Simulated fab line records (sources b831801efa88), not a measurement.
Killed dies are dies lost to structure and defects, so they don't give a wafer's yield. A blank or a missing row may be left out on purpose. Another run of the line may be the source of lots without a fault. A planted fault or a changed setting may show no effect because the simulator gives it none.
Which tool did it? || flow gf180mcu || at 1 step of a route of 602, 7 lots with 20 wafers sampled

== WHAT THE GAUGES READ, wafer by wafer ==
GF_POLY_GATE_THK_MEAS_17.
{"lot": "L402", "measured": "day 9 20:54", "on": "film metro-02", "POLY_GATE_OXIDATION_THK (nm)": "3.90 3.98 3.91"}
{"lot": "L404", "measured": "day 10 10:37", "on": "film metro-01", "POLY_GATE_OXIDATION_THK (nm)": "3.97 3.96 3.98"}
{"lot": "L410", "measured": "day 12 12:21", "on": "film metro-02", "POLY_GATE_OXIDATION_THK (nm)": "4.00 4.00"}
{"lot": "L412", "measured": "day 12 23:46", "on": "film metro-04", "POLY_GATE_OXIDATION_THK (nm)": "3.97 4.04 4.01"}
{"lot": "L415", "measured": "day 13 18:44", "on": "film metro-02", "POLY_GATE_OXIDATION_THK (nm)": "3.95 3.93 3.98"}
{"lot": "L419", "measured": "day 14 22:10", "on": "film metro-04", "POLY_GATE_OXIDATION_THK (nm)": "4.00 4.02 4.04"}
{"lot": "L422", "measured": "day 15 19:26", "on": "film metro-01", "POLY_GATE_OXIDATION_THK (nm)": "4.03 4.00 4.03"}

== TOOL THAT RAN EACH LOT (tool first, then ch and the chambers of the sampled wafers, then the start) ==
Before these readings, the record contains no process step.

== THE ANSWER, worked out from the rows above alone ==
Rule: the usual values come from the lots themselves. Put in order of their means at a reading, lots are off if they are a third of the lots or fewer, leave a main group of 4 or more, and stand apart from it by a gap of 3 or more times the standard deviation of the main group's means; of several such gaps the widest counts. The tables above print the reading to a certain number of digits; a main group whose means all agree to those digits is not used. A lot without any number at a reading at which 4 lots or more have one is off too. Any other lot the step has rows for is counted as sound.
None of the lots is off at any reading shown; this tells nothing.

== WHAT THE SIMULATOR HAD INSERTED ==
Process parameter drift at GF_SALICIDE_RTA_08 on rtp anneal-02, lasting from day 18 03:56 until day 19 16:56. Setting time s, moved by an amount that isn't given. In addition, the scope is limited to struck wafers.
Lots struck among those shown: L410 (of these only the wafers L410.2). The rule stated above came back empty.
